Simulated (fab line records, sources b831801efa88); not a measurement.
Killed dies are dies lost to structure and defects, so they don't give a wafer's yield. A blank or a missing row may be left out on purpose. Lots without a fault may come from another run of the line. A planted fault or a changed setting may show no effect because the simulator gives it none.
One fault seen from 2 desks | flow sky130 | each desk has only its own numbers; what lay behind them comes last

THE TOOL OWNER'S DESK: litho_track-01
The tool's own readings at SKY_LOCAL_INTERCONNECT_SOFTBAKE_07 (time 90 s): means of the sampled wafers that have a number, for each lot that ran on this tool. A lot is out of limits, marked OUT, if its mean lies more than 4 standard deviations from the usual mean; the brackets give that distance.
Columns: A = run_length_s at SKY_LOCAL_INTERCONNECT_SOFTBAKE_07, usual 119.06 s
lot  | first seen here | A
L120 | day 30 20:00    | 119.18
L122 | day 31 09:00    | 119.40
L125 | day 32 06:00    | 119.26
L130 | day 34 03:00    | 119.14
L135 | day 35 12:00    | 119.13
L139 | day 36 18:00    | 128.15 (+53) OUT
L140 | day 36 20:00    | 128.02 (+53) OUT
L141 | day 37 06:00    | 127.94 (+52) OUT
This desk's finding: out of limits on L139, L140, L141; first on L139, day 36 18:00 (run_length_s at SKY_LOCAL_INTERCONNECT_SOFTBAKE_07). In limits: L120, L122, L125, L130, L135.

THE METROLOGY DESK
What the gauges read, lot by lot, whatever tool the lot ran on: means of the sampled wafers that have a number. A lot is out of limits, marked OUT, if its mean lies more than 4 standard deviations from the usual mean; the brackets give that distance.
Columns: A = cd_nm at SKY_SD_N_CD_MEAS_07, usual 379.4 nm; B = CONTACT_BOW at SKY_CONTACT_BOW_MEAS_05, usual 82 um
lot  | first seen here | A     | B
L120 | day 28 21:37    | 380.8 | 78
L122 | day 29 10:36    | 380.4 | 80
L123 | day 29 17:48    | 382.3 | 77
L125 | day 30 09:18    | 376.8 | 85
L127 | day 31 02:31    | 380.7 | 78
L128 | day 31 04:33    | 378.9 | 85
L129 | day 31 12:58    | 381.9 | 83
L130 | day 32 06:00    | 377.0 | 81
L135 | day 33 17:40    | 381.4 | 83
L139 | day 34 23:23    | 376.5 | 80
L140 | day 35 01:53    | 379.6 | 88
L141 | day 35 10:38    | 380.6 | 88
L142 | day 35 16:31    | 376.9 | 79
L143 | day 36 02:58    | 375.3 | 78
This desk's finding: nothing out of limits on any of the 14 lots.

PUT TOGETHER
The tool owner's desk could have raised an alarm at day 36 18:00, on L139, L140, L141.
The metrology desk saw nothing out of limits.
The metrology desk has L139, L140, L141 on record, within its limits.
Of the lots named, all ran SKY_LOCAL_INTERCONNECT_SOFTBAKE_07 on litho_track-01.

WHAT THE SIMULATOR HAD PUT IN
Process parameter drift: litho_track-01, from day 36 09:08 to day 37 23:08, at SKY_LOCAL_INTERCONNECT_SOFTBAKE_07. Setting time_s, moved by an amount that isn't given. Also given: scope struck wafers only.
Lots struck among those shown: L139, L140, L141.
Hours from the fault's start to each desk's first reading out of limits: the tool owner's desk, 9.
